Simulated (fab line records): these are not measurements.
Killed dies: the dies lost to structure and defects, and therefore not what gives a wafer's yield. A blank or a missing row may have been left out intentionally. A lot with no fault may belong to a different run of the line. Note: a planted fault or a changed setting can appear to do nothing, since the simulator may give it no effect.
fab line records    flow sky130    part 1 of 2: steps 1 to 31 of 43
[record] lots = 5  wafers = 15  lastDay = 49
route steps=708 shown VT_ADJUST_NCORE@119 VT_ADJUST_HVTR@131 VT_ADJUST_PCH@143 SONOS_TUNNEL@154
lots untouched by any fault: they come from a run of this same line in which no faults occurred
startH: hours from the record's opening day to when the first of the lot's shown wafers began    waitH: hours elapsed since this lot's preceding step    " same as the row above    L1.1+2: several wafers, shown together as one row    - value missing, or start not given    * or withheld: withheld    < > ~ a bound
route shown NAME@n: a module of which the file shows steps, and the number in the route of the first    usual: mean/standard deviation taken from wafers without a fault    same: alike in all rows    chamber/n: place in a boat    sites: the reading at each site    _std_site: the values' standard deviation    _edge_site: inner sites' mean taken away from outer sites' mean    radiusMm: for every site, how far away it sits from the centre of the wafer    mask NAME#n: copy n    behind: the tool/chamber that last shaped the wafer    hold: reason for holding the lot/hours on hold/outcome of the hold    device: transistor that didn't switch, given as n, p or np    end of line: the route-end tests of the same wafers    step lacking rows: just its recipe    killed: dies lost to structure and defects at the first sort, not the wafer's yield    map: the dies of a wafer, with x for killed, . for not killed, _ for no die there
set.NAME: the run value of the setting; set.NAME@STEP: its run value at that earlier step    model.NAME: the simulator's own value behind a step, which no gauge read
lots at selected steps of the route; one table per step, one row per wafer
services: from which hour (startH, from the record's first day; less than 0 if before it) a tool's chamber was out of use, for how many hours, and why
[[steps]]
[step SKY_VT_ADJUST_NCORE_DEHYDRATE_00]
[recipe] tempC = 200  timeS = 60
lot.wafer   tool           chamber  startH  waitH
L076.2+3+5  lithoTrack-04  0        182.87  10.0
L089.1+3+5  lithoTrack-01  0        273.54  11.7
L092.1+3+6  lithoTrack-03  0        298.85  12.6
L093.1+4+5  lithoTrack-03  0        302.45  12.5
L094.1+4+6  lithoTrack-04  0        309.80  12.4
[step SKY_VT_ADJUST_NCORE_HMDS_01]
[recipe] primeTimeS = 60  primeTempC = 120
lot.wafer   tool           chamber  startH  waitH
L076.2+3+5  lithoTrack-04  0        183.02  0.1
L089.1+3+5  lithoTrack-01  0        273.69  0.1
L092.1+3+6  lithoTrack-03  0        299.00  0.1
L093.1+4+5  lithoTrack-03  0        302.60  0.1
L094.1+4+6  lithoTrack-04  0        309.95  0.1
[step SKY_VT_ADJUST_NCORE_COAT_02]
[recipe] resist = NOVOLAK  spinRpm = 3000  resistThkNm = 1140
[usual] dispensePressureKPa = 45/3.4
lot.wafer  tool           chamber  startH  waitH  dispensePressureKPa
L076.2     lithoTrack-04  0        183.17  0.1    47
L076.3     "              0        "       "      47
L076.5     "              0        "       "      47
L089.1     lithoTrack-01  0        273.84  0.1    49
L089.3     "              0        "       "      49
L089.5     "              0        "       "      49
L092.1     lithoTrack-03  0        299.15  0.1    41
L092.3     "              0        "       "      41
L092.6     "              0        "       "      41
L093.1     lithoTrack-03  0        302.75  0.1    41
L093.4     "              0        "       "      41
L093.5     "              0        "       "      41
L094.1     lithoTrack-04  0        310.10  0.1    47
L094.4     "              0        "       "      47
L094.6     "              0        "       "      47
[step SKY_VT_ADJUST_NCORE_SOFTBAKE_03]
[recipe] tempC = 90  timeS = 60  resist = NOVOLAK
lot.wafer   tool           chamber  startH  waitH
L076.2+3+5  lithoTrack-04  0        183.32  0.1
L089.1+3+5  lithoTrack-01  0        273.99  0.1
L092.1+3+6  lithoTrack-03  0        299.30  0.1
L093.1+4+5  lithoTrack-03  0        302.90  0.1
L094.1+4+6  lithoTrack-04  0        310.25  0.1
[step SKY_VT_ADJUST_NCORE_EXPOSE_04]
[recipe] maskId = LVTN_COMPLEMENT_THIN  na = 0.6  sourceShape = conventional  sigmaOuter = 0.6  polarization = unpolarized  targetCdNm = 380  doseMj = 139
[usual] focusOffsetNm = 0.0/0.49  stageVelMmS = 499.99/0.21
[same] na = 0.6
lot.wafer  tool             chamber  startH  waitH  mask                    focusOffsetNm  stageVelMmS
L076.2     ilineStepper-01  0        -       -      LVTN_COMPLEMENT_THIN#0  0.4            499.64
L076.3     "                0        "       "      LVTN_COMPLEMENT_THIN#0  0.0            500.07
L076.5     "                0        "       "      LVTN_COMPLEMENT_THIN#0  -0.8           500.66
L089.1     ilineStepper-02  0        -       -      LVTN_COMPLEMENT_THIN#0  -0.8           499.91
L089.3     "                0        "       "      LVTN_COMPLEMENT_THIN#0  -0.5           500.06
L089.5     "                0        "       "      LVTN_COMPLEMENT_THIN#0  0.3            499.89
L092.1     ilineStepper-02  0        -       -      LVTN_COMPLEMENT_THIN#0  -0.4           500.18
L092.3     "                0        "       "      LVTN_COMPLEMENT_THIN#0  0.4            500.02
L092.6     "                0        "       "      LVTN_COMPLEMENT_THIN#0  0.5            500.04
L093.1     ilineStepper-02  0        -       -      LVTN_COMPLEMENT_THIN#0  -1.0           499.66
L093.4     "                0        "       "      LVTN_COMPLEMENT_THIN#0  -0.3           499.66
L093.5     "                0        "       "      LVTN_COMPLEMENT_THIN#0  -0.2           499.55
L094.1     ilineStepper-02  0        -       -      LVTN_COMPLEMENT_THIN#0  0.4            500.30
L094.4     "                0        "       "      LVTN_COMPLEMENT_THIN#0  0.6            500.02
L094.6     "                0        "       "      LVTN_COMPLEMENT_THIN#0  1.0            499.92
[step SKY_VT_ADJUST_NCORE_PEB_05]
[recipe] tempC = withheld  timeS = *  resist = NOVOLAK
lot.wafer   tool           chamber  startH  waitH
L076.2+3+5  lithoTrack-01  0        -       -
L089.1+3+5  lithoTrack-01  0        -       -
L092.1+3+6  lithoTrack-03  0        -       -
L093.1+4+5  lithoTrack-03  0        -       -
L094.1+4+6  lithoTrack-03  0        -       -
[step SKY_VT_ADJUST_NCORE_DEVELOP_06]
[recipe] resist = NOVOLAK  developer = TMAH  developTimeS = 60  devTempC = 23
lot.wafer   tool           chamber  startH  waitH
L076.2+3+5  lithoTrack-01  0        193.37  0.1
L089.1+3+5  lithoTrack-01  0        285.59  0.1
L092.1+3+6  lithoTrack-03  0        311.55  0.1
L093.1+4+5  lithoTrack-03  0        315.30  0.1
L094.1+4+6  lithoTrack-03  0        323.35  0.1
[step SKY_VT_ADJUST_NCORE_CD_MEAS_07]
[recipe] targetCdNm = 380
[usual] cdNm = 379/3.1
lot.wafer  tool      chamber  startH  waitH  cdNm
L076.2     cdSem-01  -        193.51  0.1    375
L076.3     "         -        "       "      378
L076.5     "         -        "       "      375
L089.1     cdSem-02  -        285.74  0.1    375
L089.3     "         -        "       "      373
L089.5     "         -        "       "      372
L092.1     cdSem-02  -        311.70  0.1    382
L092.3     "         -        "       "      380
L092.6     "         -        "       "      383
L093.1     cdSem-02  -        315.45  0.1    381
L093.4     "         -        "       "      379
L093.5     "         -        "       "      378
L094.1     cdSem-02  -        323.50  0.1    383
L094.4     "         -        "       "      384
L094.6     "         -        "       "      385
[step SKY_VT_ADJUST_NCORE_OVL_MEAS_08]
[usual] VT_ADJUST_NCORE_OVL = 0.5/1.1
lot.wafer  tool        chamber  startH  waitH  VT_ADJUST_NCORE_OVL[nm]
L076.2     overlay-01  -        193.62  0.1    -1.8
L076.3     "           -        "       "      1.6
L076.5     "           -        "       "      0.0
L089.1     overlay-02  -        285.86  0.1    0.5
L089.3     "           -        "       "      -0.2
L089.5     "           -        "       "      1.2
L092.1     overlay-01  -        311.82  0.1    2.7
L092.3     "           -        "       "      2.8
L092.6     "           -        "       "      -0.2
L093.1     overlay-01  -        315.57  0.1    -0.3
L093.4     "           -        "       "      1.4
L093.5     "           -        "       "      1.2
L094.1     overlay-01  -        323.62  0.1    0.7
L094.4     "           -        "       "      -0.3
L094.6     "           -        "       "      -0.5
[step SKY_VT_ADJUST_NCORE_IMPLANT_09]
[recipe] species = B  energyKev = 10  doseCm2 = 2.4e+12  tiltDeg = withheld
lot.wafer   tool          chamber  startH  waitH
L076.2+3+5  implanter-01  0        193.67  0.0
L089.1+3+5  implanter-01  0        285.90  0.0
L092.1+3+6  implanter-01  0        311.85  0.0
L093.1+4+5  implanter-01  0        315.60  0.0
L094.1+4+6  implanter-01  0        323.65  0.0
[step SKY_VT_ADJUST_NCORE_STRIP_10]
[recipe] chemistry = O2/N2  powerW = 1400  pressureMtorr = 1500  platenTempC = withheld  o2FlowSccm = 3000  n2FlowSccm = 300  overashFraction = 0.5
[usual] chamberPressureMTorr = 1500.0/1.3  drypumpMotorCurrentA = 5.8/0.45  oesProductAu = 0.716/0.0048  stripTimeToEndpointS = 14.18/0.045
lot.wafer  tool            chamber  startH  waitH  chamberPressureMTorr  drypumpMotorCurrentA  oesProductAu  rfHoursCounterH  stripTimeToEndpointS
L076.2     plasmaAsher-03  0        193.80  0.1    1499.0                6.0                   0.716         52               14.24
L076.3     "               1        "       "      1501.4                6.6                   0.709         -                14.17
L076.5     "               1        "       "      1498.9                6.7                   0.723         -                14.19
L089.1     plasmaAsher-04  1        286.05  0.1    1497.9                5.5                   0.720         59               14.11
L089.3     "               1        "       "      1500.4                5.4                   0.710         -                14.11
L089.5     "               0        "       "      1499.7                5.3                   0.721         -                14.15
L092.1     plasmaAsher-04  1        312.00  0.1    1501.6                5.5                   0.716         62               14.19
L092.3     "               1        "       "      1500.9                5.5                   0.715         -                14.17
L092.6     "               0        "       "      1499.9                5.3                   0.702         -                14.22
L093.1     plasmaAsher-04  0        315.75  0.1    1499.9                5.3                   0.712         62               14.19
L093.4     "               0        "       "      1499.6                5.3                   0.709         -                14.18
L093.5     "               0        "       "      1500.3                5.3                   0.712         -                14.22
L094.1     plasmaAsher-04  1        323.80  0.1    1500.8                5.5                   0.714         63               14.19
L094.4     "               0        "       "      1500.8                5.3                   0.711         -                14.20
L094.6     "               0        "       "      1500.1                5.3                   0.720         -                14.21
[step SKY_VT_ADJUST_NCORE_TW_MEAS_11]
[usual] VT_ADJUST_NCORE_TW = 216.8/1.5
lot.wafer  tool          chamber  startH  waitH  VT_ADJUST_NCORE_TW
L076.2     filmMetro-03  -        193.91  0.1    216.6
L076.3     "             -        "       "      219.4
L076.5     "             -        "       "      217.3
L089.1     filmMetro-02  -        286.15  0.1    216.4
L089.3     "             -        "       "      216.3
L089.5     "             -        "       "      215.1
L092.1     filmMetro-01  -        312.10  0.1    214.7
L092.3     "             -        "       "      216.0
L092.6     "             -        "       "      215.1
L093.1     filmMetro-01  -        315.85  0.1    215.2
L093.4     "             -        "       "      214.9
L093.5     "             -        "       "      215.8
L094.1     filmMetro-02  -        323.90  0.1    215.5
L094.4     "             -        "       "      216.4
L094.6     "             -        "       "      215.1
[step SKY_VT_ADJUST_HVTR_DEHYDRATE_00]
[recipe] tempC = 200  timeS = 60
lot.wafer   tool           chamber  startH  waitH
L076.2+3+5  lithoTrack-03  0        203.97  10.1
L089.1+3+5  lithoTrack-02  0        298.46  12.3
L092.1+3+6  lithoTrack-02  0        324.46  12.3
L093.1+4+5  lithoTrack-04  0        328.90  13.0
L094.1+4+6  lithoTrack-04  0        337.35  13.4
[step SKY_VT_ADJUST_HVTR_HMDS_01]
[recipe] primeTimeS = 60  primeTempC = 120
lot.wafer   tool           chamber  startH  waitH
L076.2+3+5  lithoTrack-03  0        204.12  0.1
L089.1+3+5  lithoTrack-02  0        298.61  0.1
L092.1+3+6  lithoTrack-02  0        324.61  0.1
L093.1+4+5  lithoTrack-04  0        329.05  0.1
L094.1+4+6  lithoTrack-04  0        337.50  0.1
[step SKY_VT_ADJUST_HVTR_COAT_02]
[recipe] resist = NOVOLAK  spinRpm = 3000  resistThkNm = 1140
[usual] dispensePressureKPa = 42.3/2.4
lot.wafer  tool           chamber  startH  waitH  dispensePressureKPa
L076.2     lithoTrack-03  0        204.27  0.1    41.0
L076.3     "              0        "       "      41.0
L076.5     "              0        "       "      41.0
L089.1     lithoTrack-02  0        298.76  0.1    41.2
L089.3     "              0        "       "      41.1
L089.5     "              0        "       "      41.1
L092.1     lithoTrack-02  0        324.76  0.1    41.2
L092.3     "              0        "       "      41.1
L092.6     "              0        "       "      41.2
L093.1     lithoTrack-04  0        329.20  0.1    47.1
L093.4     "              0        "       "      47.1
L093.5     "              0        "       "      47.1
L094.1     lithoTrack-04  0        337.65  0.1    47.1
L094.4     "              0        "       "      47.1
L094.6     "              0        "       "      47.1
[step SKY_VT_ADJUST_HVTR_SOFTBAKE_03]
[recipe] tempC = 90  timeS = 60  resist = NOVOLAK
lot.wafer   tool           chamber  startH  waitH
L076.2+3+5  lithoTrack-03  0        204.42  0.1
L089.1+3+5  lithoTrack-02  0        298.91  0.1
L092.1+3+6  lithoTrack-02  0        324.91  0.1
L093.1+4+5  lithoTrack-04  0        329.35  0.1
L094.1+4+6  lithoTrack-04  0        337.80  0.1
[step SKY_VT_ADJUST_HVTR_EXPOSE_04]
[recipe] maskId = HVTRM  targetCdNm = 380  na = 0.6  sourceShape = conventional  sigmaOuter = 0.6  doseMj = 150
[usual] focusOffsetNm = 0.0/0.46  stageVelMmS = 500.06/0.28
[same] na = 0.6
lot.wafer  tool             chamber  startH  waitH  mask     focusOffsetNm  stageVelMmS
L076.2     ilineStepper-01  0        -       -      HVTRM#0  0.1            500.37
L076.3     "                0        "       "      HVTRM#0  -0.2           499.81
L076.5     "                0        "       "      HVTRM#0  0.2            500.08
L089.1     ilineStepper-02  0        -       -      HVTRM#0  -0.1           500.03
L089.3     "                0        "       "      HVTRM#0  0.4            500.24
L089.5     "                0        "       "      HVTRM#0  -0.2           499.87
L092.1     ilineStepper-02  0        -       -      HVTRM#0  -0.2           500.11
L092.3     "                0        "       "      HVTRM#0  -0.7           500.44
L092.6     "                0        "       "      HVTRM#0  -0.2           500.47
L093.1     ilineStepper-02  0        -       -      HVTRM#0  0.3            500.01
L093.4     "                0        "       "      HVTRM#0  0.0            500.57
L093.5     "                0        "       "      HVTRM#0  -0.2           500.45
L094.1     ilineStepper-02  0        -       -      HVTRM#0  -0.8           500.61
L094.4     "                0        "       "      HVTRM#0  -1.0           500.57
L094.6     "                0        "       "      HVTRM#0  -0.3           500.30
[step SKY_VT_ADJUST_HVTR_PEB_05]
[recipe] tempC = withheld  timeS = *  resist = NOVOLAK
lot.wafer   tool           chamber  startH  waitH
L076.2+3+5  lithoTrack-04  0        -       -
L089.1+3+5  lithoTrack-04  0        -       -
L092.1+3+6  lithoTrack-03  0        -       -
L093.1+4+5  lithoTrack-03  0        -       -
L094.1+4+6  lithoTrack-04  0        -       -
[step SKY_VT_ADJUST_HVTR_DEVELOP_06]
[recipe] developTimeS = 60  devTempC = 23
lot.wafer   tool           chamber  startH  waitH
L076.2+3+5  lithoTrack-04  0        214.77  0.1
L089.1+3+5  lithoTrack-04  0        311.20  0.1
L092.1+3+6  lithoTrack-03  0        338.70  0.1
L093.1+4+5  lithoTrack-03  0        342.70  0.1
L094.1+4+6  lithoTrack-04  0        350.90  0.1
[step SKY_VT_ADJUST_HVTR_CD_MEAS_07]
[recipe] targetCdNm = 380
[usual] cdNm = 379.2/2.6
lot.wafer  tool      chamber  startH  waitH  cdNm
L076.2     cdSem-02  -        214.92  0.1    380.0
L076.3     "         -        "       "      380.0
L076.5     "         -        "       "      377.3
L089.1     cdSem-02  -        311.35  0.1    383.2
L089.3     "         -        "       "      382.5
L089.5     "         -        "       "      381.8
L092.1     cdSem-02  -        338.85  0.1    380.6
L092.3     "         -        "       "      380.6
L092.6     "         -        "       "      377.9
L093.1     cdSem-02  -        342.85  0.1    380.5
L093.4     "         -        "       "      377.1
L093.5     "         -        "       "      377.8
L094.1     cdSem-01  -        351.05  0.1    378.7
L094.4     "         -        "       "      380.3
L094.6     "         -        "       "      378.2
[step SKY_VT_ADJUST_HVTR_OVL_MEAS_08]
[usual] VT_ADJUST_HVTR_OVL = -1.0/1.6
lot.wafer  tool        chamber  startH  waitH  VT_ADJUST_HVTR_OVL[nm]
L076.2     overlay-02  -        215.03  0.1    0.5
L076.3     "           -        "       "      1.4
L076.5     "           -        "       "      -0.1
L089.1     overlay-01  -        311.47  0.1    -1.6
L089.3     "           -        "       "      -1.5
L089.5     "           -        "       "      -2.8
L092.1     overlay-02  -        338.97  0.1    -1.9
L092.3     "           -        "       "      -3.2
L092.6     "           -        "       "      -1.8
L093.1     overlay-01  -        342.97  0.1    0.4
L093.4     "           -        "       "      -1.8
L093.5     "           -        "       "      -0.7
L094.1     overlay-01  -        351.17  0.1    -1.0
L094.4     "           -        "       "      -1.8
L094.6     "           -        "       "      -1.4
[step SKY_VT_ADJUST_HVTR_IMPLANT_09]
[recipe] species = B  energyKev = 10  doseCm2 = 2.1e+12  tiltDeg = withheld
lot.wafer   tool          chamber  startH  waitH
L076.2+3+5  implanter-02  0        215.08  0.0
L089.1+3+5  implanter-04  0        311.50  0.0
L092.1+3+6  implanter-03  0        339.00  0.0
L093.1+4+5  implanter-03  0        343.00  0.0
L094.1+4+6  implanter-04  0        351.20  0.0
[step SKY_VT_ADJUST_HVTR_STRIP_10]
[recipe] chemistry = O2/N2  powerW = 1400  pressureMtorr = 1500  platenTempC = withheld  o2FlowSccm = 3000  n2FlowSccm = 300  overashFraction = 0.5
[usual] chamberPressureMTorr = 1499.9/1.3  drypumpMotorCurrentA = 6.0/0.55  oesProductAu = 0.715/0.0048  stripTimeToEndpointS = 14.17/0.038
lot.wafer  tool            chamber  startH  waitH  chamberPressureMTorr  drypumpMotorCurrentA  oesProductAu  rfHoursCounterH  stripTimeToEndpointS
L076.2     plasmaAsher-03  0        215.21  0.1    1499.1                6.1                   0.719         54               14.21
L076.3     "               1        "       "      1500.0                6.7                   0.717         -                14.19
L076.5     "               0        "       "      1501.6                6.1                   0.711         -                14.17
L089.1     plasmaAsher-02  0        311.65  0.1    1500.5                6.0                   0.722         49               14.12
L089.3     "               0        "       "      1499.8                5.9                   0.718         -                14.16
L089.5     "               1        "       "      1501.1                6.2                   0.711         -                14.14
L092.1     plasmaAsher-01  1        339.15  0.1    1500.0                5.0                   0.732         21               14.21
L092.3     "               0        "       "      1500.0                6.6                   0.710         -                14.15
L092.6     "               1        "       "      1498.0                5.0                   0.724         -                14.10
L093.1     plasmaAsher-01  0        343.15  0.1    1500.6                6.5                   0.713         22               14.18
L093.4     "               1        "       "      1502.1                4.9                   0.720         -                14.21
L093.5     "               1        "       "      1499.6                4.9                   0.710         -                14.23
L094.1     plasmaAsher-01  0        351.35  0.1    1501.4                6.6                   0.718         23               14.20
L094.4     "               1        "       "      1497.3                5.0                   0.716         -                14.20
L094.6     "               1        "       "      1500.5                4.9                   0.708         -                14.19
[step SKY_VT_ADJUST_HVTR_TW_MEAS_11]
[usual] VT_ADJUST_HVTR_TW = 210.4/2.3
lot.wafer  tool          chamber  startH  waitH  VT_ADJUST_HVTR_TW
L076.2     filmMetro-03  -        215.32  0.1    209.6
L076.3     "             -        "       "      209.3
L076.5     "             -        "       "      210.3
L089.1     filmMetro-01  -        311.75  0.1    207.6
L089.3     "             -        "       "      208.0
L089.5     "             -        "       "      207.2
L092.1     filmMetro-01  -        339.25  0.1    207.6
L092.3     "             -        "       "      208.5
L092.6     "             -        "       "      208.1
L093.1     filmMetro-04  -        343.25  0.1    214.9
L093.4     "             -        "       "      213.4
L093.5     "             -        "       "      213.5
L094.1     filmMetro-04  -        351.45  0.1    212.8
L094.4     "             -        "       "      213.8
L094.6     "             -        "       "      214.5
[step SKY_VT_ADJUST_PCH_DEHYDRATE_00]
[recipe] tempC = 200  timeS = 60
lot.wafer   tool           chamber  startH  waitH
L076.2+3+5  lithoTrack-03  0        226.02  10.7
L089.1+3+5  lithoTrack-01  0        323.94  12.2
L092.1+3+6  lithoTrack-02  0        352.46  13.2
L093.1+4+5  lithoTrack-03  0        356.40  13.1
L094.1+4+6  lithoTrack-02  0        365.46  14.0
[step SKY_VT_ADJUST_PCH_HMDS_01]
[recipe] primeTimeS = 60  primeTempC = 120
lot.wafer   tool           chamber  startH  waitH
L076.2+3+5  lithoTrack-03  0        226.17  0.1
L089.1+3+5  lithoTrack-01  0        324.09  0.1
L092.1+3+6  lithoTrack-02  0        352.61  0.1
L093.1+4+5  lithoTrack-03  0        356.55  0.1
L094.1+4+6  lithoTrack-02  0        365.61  0.1
[step SKY_VT_ADJUST_PCH_COAT_02]
[recipe] spinRpm = 2000  resistThkNm = 3000
[usual] dispensePressureKPa = 43/3.4
lot.wafer  tool           chamber  startH  waitH  dispensePressureKPa
L076.2     lithoTrack-03  0        226.32  0.1    41
L076.3     "              0        "       "      41
L076.5     "              0        "       "      41
L089.1     lithoTrack-01  0        324.24  0.1    49
L089.3     "              0        "       "      49
L089.5     "              0        "       "      49
L092.1     lithoTrack-02  0        352.76  0.1    41
L092.3     "              0        "       "      41
L092.6     "              0        "       "      41
L093.1     lithoTrack-03  0        356.70  0.1    41
L093.4     "              0        "       "      41
L093.5     "              0        "       "      41
L094.1     lithoTrack-02  0        365.76  0.1    41
L094.4     "              0        "       "      41
L094.6     "              0        "       "      41
[step SKY_VT_ADJUST_PCH_SOFTBAKE_03]
[recipe] tempC = 110  timeS = withheld
lot.wafer   tool           chamber  startH  waitH
L076.2+3+5  lithoTrack-03  0        226.48  0.1
L089.1+3+5  lithoTrack-01  0        324.39  0.1
L092.1+3+6  lithoTrack-02  0        352.91  0.1
L093.1+4+5  lithoTrack-03  0        356.85  0.1
L094.1+4+6  lithoTrack-02  0        365.91  0.1
[step SKY_VT_ADJUST_PCH_EXPOSE_04]
[recipe] maskId = NWM  na = 0.6  sourceShape = conventional  sigmaOuter = 0.6  polarization = unpolarized  targetCdNm = 840  doseMj = 255
[usual] focusOffsetNm = 0.1/0.53  stageVelMmS = 500.00/0.26
[same] na = 0.6
lot.wafer  tool             chamber  startH  waitH  mask   focusOffsetNm  stageVelMmS
L076.2     ilineStepper-01  0        -       -      NWM#0  0.6            499.53
L076.3     "                0        "       "      NWM#0  0.4            500.32
L076.5     "                0        "       "      NWM#0  1.0            500.16
L089.1     ilineStepper-01  0        -       -      NWM#0  -0.1           499.76
L089.3     "                0        "       "      NWM#0  0.3            499.64
L089.5     "                0        "       "      NWM#0  -0.2           499.86
L092.1     ilineStepper-01  0        -       -      NWM#0  0.4            500.51
L092.3     "                0        "       "      NWM#0  0.4            500.65
L092.6     "                0        "       "      NWM#0  0.7            500.32
L093.1     ilineStepper-01  0        -       -      NWM#0  0.3            499.89
L093.4     "                0        "       "      NWM#0  0.2            499.97
L093.5     "                0        "       "      NWM#0  0.5            499.92
L094.1     ilineStepper-01  0        -       -      NWM#0  -0.1           500.04
L094.4     "                0        "       "      NWM#0  -0.3           499.87
L094.6     "                0        "       "      NWM#0  0.2            499.92
[step SKY_VT_ADJUST_PCH_PEB_05]
[recipe] tempC = 115  timeS = withheld
lot.wafer   tool           chamber  startH  waitH
L076.2+3+5  lithoTrack-03  0        -       -
L089.1+3+5  lithoTrack-01  0        -       -
L092.1+3+6  lithoTrack-03  0        -       -
L093.1+4+5  lithoTrack-03  0        -       -
L094.1+4+6  lithoTrack-02  0        -       -
[step SKY_VT_ADJUST_PCH_DEVELOP_06]
[recipe] wallAngleDeg = 90  developer = TMAH  developTimeS = 60  devTempC = 23
lot.wafer   tool           chamber  startH  waitH
L076.2+3+5  lithoTrack-03  0        -       -
L089.1+3+5  lithoTrack-01  0        -       -
L092.1+3+6  lithoTrack-03  0        -       -
L093.1+4+5  lithoTrack-03  0        -       -
L094.1+4+6  lithoTrack-02  0        -       -
